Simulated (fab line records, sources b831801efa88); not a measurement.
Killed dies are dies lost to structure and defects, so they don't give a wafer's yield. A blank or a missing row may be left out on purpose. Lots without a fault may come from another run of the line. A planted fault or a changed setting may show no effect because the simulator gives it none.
Problem report in the 8D (eight disciplines) form, filled by code | flow sky130 | the parts of the form that need people (team, actions taken, sign-off) are left out

1. THE PROBLEM
chamber_pressure_pa at SKY_LI_CONTACT_SPUTTER_20 reads a mean of 3.889 Pa on 6 wafers of 2 lots; wafers without a fault read 5.001 Pa with a standard deviation of 0.0097. That is -99 or more standard deviations from the usual mean.
The step: material TiN, target thk 20 nm, time 80 s.
First seen on wafer L553.4, day 33 18:14, on pvd_sputter-03. The record holds 42 wafers of 14 lots with a number at this step. Rule for "out", or "out of limits": more than 4 standard deviations from the usual mean. The other wafers with a number count as sound.

2. WHAT IT IS AND WHAT IT IS NOT
question                    | is                     | is not
which readings at this step | chamber_pressure_pa    | -
which lots                  | L553, L556             | L539, L540, L541, L542, L543, L544, L545, L546, L552, L559, L560, L561
which wafers of those lots  | all that have a number | -
read on which tools         | pvd_sputter-03         | pvd_sputter-01, pvd_sputter-02
when                        | from day 33 18:14      | up to then (27 sound wafers); but 9 sound wafers of L559, L560, L561 came after

3. SUSPECTS, AND WHAT RULES EACH OUT
Counting: a tool at a process step up to the reading stays a suspect if it ran every lot that is out and no sound lot after the first of them.
- pvd_sputter-03 at SKY_LI_CONTACT_SPUTTER_20 (material TiN, target thk 20 nm, time 80 s): kept. It ran every lot that is out, first L553 (day 33 18:14), and no sound lot after that; its last sound lot up to then is L545 (day 30 22:51). Its own readings are out on those wafers: chamber_pressure_pa.
Left after counting: pvd_sputter-03 at SKY_LI_CONTACT_SPUTTER_20.

4. THE CAUSE (what the simulator had put in)
Process parameter drift: pvd_sputter-03, from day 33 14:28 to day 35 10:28, at SKY_LI_CONTACT_SPUTTER_20. Setting chamber_pressure_pa, moved by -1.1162, from 5. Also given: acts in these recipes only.
Counting left only this tool.

5. THE CHAIN OF EFFECTS, in route order
Each row: a reading whose mean over the struck wafers that have a number lies more than 3 standard deviations from the usual. Only readings for which the record gives a usual standard deviation are gone through. hours: the time from each lot's start at the first step in this table that gives one to its start at this step, as a median over the lots. sigmas: the change in usual standard deviations.
hours | step                      | reading             | usual    | on struck wafers | change | sigmas
0     | SKY_LI_CONTACT_SPUTTER_20 | chamber_pressure_pa | 5.001 Pa | 3.889            | -1.112 | -99 or more
0     | SKY_LI_CONTACT_SPUTTER_20 | throttle_valve_pct  | 29.8 %   | 33.6             | +3.8   | +5.0
The process steps in it:
- SKY_LI_CONTACT_SPUTTER_20: material TiN, target thk 20 nm, time 80 s.

6. WHAT WOULD HAVE CAUGHT IT SOONER
In this record the first reading out of limits was taken at day 33 18:14, 4 hours after the fault began at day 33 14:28.
